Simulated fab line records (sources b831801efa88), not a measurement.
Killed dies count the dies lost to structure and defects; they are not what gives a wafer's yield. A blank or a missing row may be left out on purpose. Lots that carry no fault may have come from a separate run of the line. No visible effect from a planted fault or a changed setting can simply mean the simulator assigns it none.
fab line records	flow gf180mcu
record: lots: 11	wafers: 33	lastDay: 33
route steps=602 shown V2@399 MIM@507
lots with no fault: from the same line, run without faults
startH: hours from the record's opening day to when the first of the lot's shown wafers began	waitH: hours from the lot's prior step to this one	" the same as in the row above	L1.1+2: one row covering several wafers at once	- value missing, or start not given	* or withheld: withheld	< > ~ a bound
route shown NAME@n: NAME is a module with steps in the file, n the number in the route of the first one	usual: mean and standard deviation over wafers with no fault	same: alike in all rows	chamber/n: place in a boat	sites: readings site by site	_std_site: the values' standard deviation	_edge_site: the outer-site mean with the inner-site mean subtracted	radiusMm: how far each site lies from the wafer's centre	mask NAME#n: copy n	behind: the tool/chamber that last shaped the wafer	hold: the reason the lot was held/the length of the hold in hours/how it ended	device: which transistor (n, p or np) failed to switch	end of line: the route-end tests of the same wafers	step lacking rows: just its recipe	killed: at the first sort, the dies lost to defects and structure; wafer yield is something else	map: the dies of a wafer, with x for killed, . for not killed, _ for no die there
set.NAME: the run value of the setting; set.NAME@STEP: its run value at that earlier step	model.NAME: the simulator's own value behind a step, which no gauge read
steps of the route over a sample of lots; a table a step, a row a wafer
services: the hour from which a tool's chamber was out of use, counted from the record's first day as startH (under 0 if before that day), plus the number of hours and why
== steps ==
step: GF_V2_ETCH_17
recipe: chemistry: C4F8/O2/Ar	maskMaterial: KrF	target: SiO2	stopOn: TiN	sourceW: 1500	biasW: 1200	pressureMtorr: 40	c4f8FlowSccm: withheld	O2_flow_sccm: 6	Ar_flow_sccm: 300	timeS: withheld	targetDepthA: 6300
usual: chamberPressureMTorr: 40.01/0.034	oesProductAu: 0.855/0.0045
lot.wafer	tool	chamber	startH	waitH	chamberPressureMTorr	oesProductAu
L468.2	rieDiel-04	2	-	-	40.02	0.854
L468.5	"	2	"	"	40.07	0.855
L468.6	"	1	"	"	40.04	0.853
L469.2	rieDiel-02	1	-	-	40.03	0.856
L469.3	"	0	"	"	40.05	0.857
L469.4	"	3	"	"	39.95	0.858
L475.1	rieDiel-03	3	-	-	39.98	0.851
L475.4	"	3	"	"	40.02	0.856
L475.6	"	2	"	"	40.09	0.848
L476.4	rieDiel-02	3	-	-	39.98	0.851
L476.5	"	1	"	"	39.97	0.858
L476.6	"	2	"	"	39.99	0.857
L482.1	rieDiel-04	3	-	-	40.04	0.857
L482.2	"	2	"	"	40.03	0.855
L482.6	"	3	"	"	39.97	0.859
L483.2	rieDiel-04	1	-	-	40.01	0.856
L483.5	"	2	"	"	40.04	0.859
L483.6	"	1	"	"	40.01	0.854
L484.1	rieDiel-02	0	-	-	39.97	0.860
L484.2	"	3	"	"	40.02	0.854
L484.5	"	3	"	"	40.00	0.850
L485.1	rieDiel-04	2	-	-	39.93	0.844
L485.3	"	1	"	"	40.03	0.856
L485.4	"	0	"	"	39.99	0.849
L486.2	rieDiel-02	1	-	-	39.99	0.854
L486.4	"	2	"	"	39.98	0.850
L486.5	"	0	"	"	40.01	0.854
L487.1	rieDiel-04	3	-	-	40.01	0.857
L487.3	"	0	"	"	40.07	0.853
L487.6	"	2	"	"	40.07	0.867
L488.1	rieDiel-03	1	-	-	40.03	0.858
L488.4	"	3	"	"	40.07	0.849
L488.6	"	3	"	"	40.01	0.848
step: GF_V2_CVD_23
recipe: material: W	targetThkNm: 350	timeS: 104.94	tempC: 400	pressureTorr: 40
usual: chamberPressureTorr: 40.00/0.096	heaterPowerW: 758/61
lot.wafer	tool	chamber	startH	waitH	chamberPressureTorr	heaterPowerW
L468.2	cvdW-01	1	468.62	0.0	40.09	701
L468.5	"	1	"	"	39.97	699
L468.6	"	0	"	"	40.05	674
L469.2	cvdW-01	0	477.92	0.0	39.96	668
L469.3	"	0	"	"	40.01	667
L469.4	"	1	"	"	39.90	719
L475.1	cvdW-01	0	526.86	0.0	39.85	693
L475.4	"	0	"	"	39.96	679
L475.6	"	1	"	"	44.50	724
L476.4	cvdW-01	0	537.07	0.1	39.73	680
L476.5	"	0	"	"	39.82	671
L476.6	"	1	"	"	44.48	694
L482.1	cvdW-02	0	581.66	0.0	39.98	824
L482.2	"	1	"	"	40.13	805
L482.6	"	1	"	"	39.95	792
L483.2	cvdW-02	1	591.26	0.0	40.01	781
L483.5	"	1	"	"	39.90	786
L483.6	"	0	"	"	40.10	843
L484.1	cvdW-01	1	599.88	0.0	39.90	723
L484.2	"	0	"	"	40.20	679
L484.5	"	1	"	"	39.79	726
L485.1	cvdW-01	0	605.93	0.0	40.04	680
L485.3	"	0	"	"	39.97	675
L485.4	"	1	"	"	40.08	713
L486.2	cvdW-01	0	609.40	0.0	40.08	683
L486.4	"	0	"	"	39.93	672
L486.5	"	1	"	"	40.02	728
L487.1	cvdW-02	0	623.96	0.0	39.95	845
L487.3	"	0	"	"	40.05	837
L487.6	"	1	"	"	40.03	807
L488.1	cvdW-01	0	626.49	0.0	39.99	695
L488.4	"	0	"	"	40.21	676
L488.6	"	1	"	"	39.98	725
step: GF_V2_RS_MEAS_24
recipe: thkMeasGauge: four-point-probe	reads: W_of_V2_CVD_23+TiN_of_V2_SPUTTER_22+Ti_of_V2_SPUTTER_21
usual: V2_W_RS: 0.326/0.0031
lot.wafer	tool	chamber	startH	waitH	V2_W_RS[ohm/sq]
L468.2	filmMetro-02	-	468.75	0.1	0.323
L468.5	"	-	"	"	0.323
L468.6	"	-	"	"	0.322
L469.2	filmMetro-01	-	478.05	0.1	0.321
L469.3	"	-	"	"	0.320
L469.4	"	-	"	"	0.324
L475.1	filmMetro-02	-	526.97	0.1	0.329
L475.4	"	-	"	"	0.327
L475.6	"	-	"	"	0.308
L476.4	filmMetro-03	-	537.21	0.1	0.320
L476.5	"	-	"	"	0.324
L476.6	"	-	"	"	0.309
L482.1	filmMetro-02	-	581.77	0.1	0.326
L482.2	"	-	"	"	0.326
L482.6	"	-	"	"	0.323
L483.2	filmMetro-02	-	591.39	0.1	0.327
L483.5	"	-	"	"	0.327
L483.6	"	-	"	"	0.328
L484.1	filmMetro-01	-	599.99	0.1	0.320
L484.2	"	-	"	"	0.322
L484.5	"	-	"	"	0.326
L485.1	filmMetro-01	-	606.05	0.1	0.319
L485.3	"	-	"	"	0.320
L485.4	"	-	"	"	0.324
L486.2	filmMetro-03	-	609.53	0.1	0.327
L486.4	"	-	"	"	0.326
L486.5	"	-	"	"	0.322
L487.1	filmMetro-01	-	624.07	0.1	0.326
L487.3	"	-	"	"	0.326
L487.6	"	-	"	"	0.326
L488.1	filmMetro-01	-	626.61	0.1	0.327
L488.4	"	-	"	"	0.327
L488.6	"	-	"	"	0.324
step: GF_V2_THK_MEAS_25
recipe: thkMeasGauge: xrf	reads: W_of_V2_CVD_23
usual: V2_W_THK: 365/4.4
lot.wafer	tool	chamber	startH	waitH	V2_W_THK[nm]
L468.2	filmMetro-02	-	468.86	0.1	362
L468.5	"	-	"	"	361
L468.6	"	-	"	"	363
L469.2	filmMetro-01	-	478.16	0.1	372
L469.3	"	-	"	"	376
L469.4	"	-	"	"	371
L475.1	filmMetro-02	-	527.09	0.1	361
L475.4	"	-	"	"	366
L475.6	"	-	"	"	387
L476.4	filmMetro-03	-	537.30	0.1	370
L476.5	"	-	"	"	366
L476.6	"	-	"	"	385
L482.1	filmMetro-02	-	581.89	0.1	359
L482.2	"	-	"	"	361
L482.6	"	-	"	"	365
L483.2	filmMetro-02	-	591.50	0.1	360
L483.5	"	-	"	"	361
L483.6	"	-	"	"	359
L484.1	filmMetro-01	-	600.11	0.1	372
L484.2	"	-	"	"	368
L484.5	"	-	"	"	367
L485.1	filmMetro-01	-	606.17	0.1	372
L485.3	"	-	"	"	375
L485.4	"	-	"	"	366
L486.2	filmMetro-03	-	609.64	0.1	363
L486.4	"	-	"	"	365
L486.5	"	-	"	"	368
L487.1	filmMetro-01	-	624.19	0.1	366
L487.3	"	-	"	"	366
L487.6	"	-	"	"	368
L488.1	filmMetro-01	-	626.73	0.1	366
L488.4	"	-	"	"	366
L488.6	"	-	"	"	369
step: GF_V2_CMP_26
recipe: stopOn: SiO2	downForcePsi: 3.5	platenRpm: 60	tOverpolishS: 15	targetThkNm: 0	padVelocityMS: 0.94248
usual: edgeZonePressureFrac: 1.000/0.0046	motorCurrentA: 10.7/0.93
lot.wafer	tool	chamber	startH	waitH	edgeZonePressureFrac	motorCurrentA
L468.2	cmp-02	0	468.96	0.1	1.002	10.3
L468.5	"	3	"	"	0.997	10.7
L468.6	"	0	"	"	0.998	10.1
L469.4	cmp-02	3	478.21	0.0	1.002	11.1
L469.3	"	1	"	"	1.000	11.1
L469.2	"	2	"	"	1.001	12.3
L475.1	cmp-01	1	527.15	0.1	1.007	11.5
L475.4	"	3	"	"	0.999	9.2
L475.6	"	2	"	"	0.999	11.7
L476.4	cmp-01	3	537.43	0.1	1.004	9.5
L476.6	"	1	"	"	0.995	10.7
L476.5	"	2	"	"	1.001	11.5
L482.2	cmp-02	2	582.00	0.1	1.002	12.1
L482.1	"	0	"	"	0.993	10.1
L482.6	"	1	"	"	1.001	10.6
L483.2	cmp-02	1	591.60	0.1	0.997	10.6
L483.6	"	0	"	"	1.005	10.8
L483.5	"	1	"	"	1.004	10.6
L484.1	cmp-01	3	600.22	0.1	1.000	8.9
L484.2	"	1	"	"	1.005	11.5
L484.5	"	3	"	"	1.005	9.4
L485.4	cmp-02	1	606.23	0.0	0.996	10.2
L485.3	"	2	"	"	0.998	12.0
L485.1	"	3	"	"	0.999	11.0
L486.2	cmp-01	1	609.74	0.1	0.988	10.9
L486.4	"	2	"	"	0.996	11.8
L486.5	"	1	"	"	0.994	11.1
L487.1	cmp-01	0	624.25	0.1	1.000	9.7
L487.3	"	2	"	"	1.001	10.9
L487.6	"	0	"	"	0.999	9.3
L488.1	cmp-01	2	626.79	0.1	1.006	11.4
L488.4	"	0	"	"	0.998	9.5
L488.6	"	2	"	"	1.008	11.1
step: GF_MIM_SPUTTER_04
recipe: material: TiN	targetThkNm: 50	powerW: 6500	timeS: 41.7	chamberPressurePa: 0.4
usual: chamberPressurePa: 0.4000/0.00079	throttleValvePct: 30.1/0.98
lot.wafer	tool	chamber	startH	waitH	chamberPressurePa	throttleValvePct
L468.2	pvdSputter-03	-	566.97	0.0	0.3999	29.1
L468.5	"	-	"	"	0.3993	30.1
L468.6	"	-	"	"	0.3989	30.7
L469.2	pvdSputter-01	-	576.40	0.0	0.3986	31.0
L469.3	"	-	"	"	0.4009	30.2
L469.4	"	-	"	"	0.3994	30.1
L475.1	pvdSputter-04	-	620.95	0.0	0.3989	30.5
L475.4	"	-	"	"	0.3983	30.5
L475.6	"	-	"	"	0.4000	30.7
L476.4	pvdSputter-04	-	631.36	0.0	0.3995	30.9
L476.5	"	-	"	"	0.4004	31.0
L476.6	"	-	"	"	0.4012	30.9
L482.1	pvdSputter-03	-	670.89	0.0	0.4007	30.7
L482.2	"	-	"	"	0.3994	28.7
L482.6	"	-	"	"	0.4006	30.5
L483.2	pvdSputter-01	-	679.64	0.0	0.3997	30.2
L483.5	"	-	"	"	0.3991	30.0
L483.6	"	-	"	"	0.4000	30.0
L484.1	pvdSputter-04	-	687.82	0.0	0.3998	30.9
L484.2	"	-	"	"	0.4014	30.7
L484.5	"	-	"	"	0.4010	27.5
L485.1	pvdSputter-01	-	693.29	0.0	0.4003	31.1
L485.3	"	-	"	"	0.3996	30.5
L485.4	"	-	"	"	0.3998	30.1
L486.2	pvdSputter-03	-	696.21	0.0	0.4004	30.2
L486.4	"	-	"	"	0.4001	28.6
L486.5	"	-	"	"	0.4002	30.2
L487.1	pvdSputter-03	-	709.47	0.0	0.4001	30.3
L487.3	"	-	"	"	0.4013	30.5
L487.6	"	-	"	"	0.3990	30.4
L488.1	pvdSputter-01	-	711.84	0.0	0.3995	30.2
L488.4	"	-	"	"	0.3984	30.8
L488.6	"	-	"	"	0.3999	30.2
== services ==
tool	chamber	startH	hours	kind
rieDiel-03	3	451.98	39.4	repair
cmp-01	-	455.27	1.2	repair
rieDiel-03	1	455.55	14.7	repair
cmp-01	-	460.42	11.7	pm
cmp-01	-	512.61	5.7	pm
cmp-01	-	521.73	0.3	repair
cvdW-02	-	532.00	6.9	pm
rieDiel-02	0	533.30	13.1	repair
cmp-01	-	541.53	2.5	repair
rieDiel-04	2	554.76	20.7	repair
cmp-01	-	574.18	4.0	pm
rieDiel-02	1	609.68	19.9	repair
rieDiel-04	-	639.22	0.8	repair
cmp-02	-	641.50	6.8	pm
rieDiel-02	-	643.35	0.3	repair
cvdW-01	1	644.19	13.7	repair
cmp-01	-	656.34	1.5	repair
cvdW-02	-	658.45	6.0	pm
cmp-01	-	661.97	0.4	repair
pvdSputter-03	-	671.26	3.5	repair
cvdW-01	0	674.70	9.5	repair
rieDiel-04	3	688.60	4.7	repair
cmp-01	-	689.29	0.6	repair
cmp-02	-	695.19	5.2	pm
== key ==
firstSign: step: GF_V2_CVD_23	reading: chamberPressureTorr	direction: up	sigmas: 47	usual: 40.00	struck: 44.49
effect: step: GF_V2_RS_MEAS_24	reading: V2_W_RS	direction: down	sigmas: 5.6	usual: 0.326	struck: 0.308
effect: step: GF_V2_THK_MEAS_25	reading: V2_W_THK	direction: up	sigmas: 4.8	usual: 365	struck: 386
metAt GF_V2_CVD_23
struckLots L475,L476
struckWafers L475.6,L476.6
notActingAt GF_V2_ETCH_17,GF_V2_CMP_26,GF_MIM_SPUTTER_04
onsetBetween 477.92 526.86
fault: kind: processParameterDrift	tool: cvdW-01	chamber: 1	onsetH: 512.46	steps: GF_V2_CVD_23	channel: pressureTorr	offset: 4.5504	shape: step	endH: 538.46	actsIn: theseRecipesOnly	stated: 40
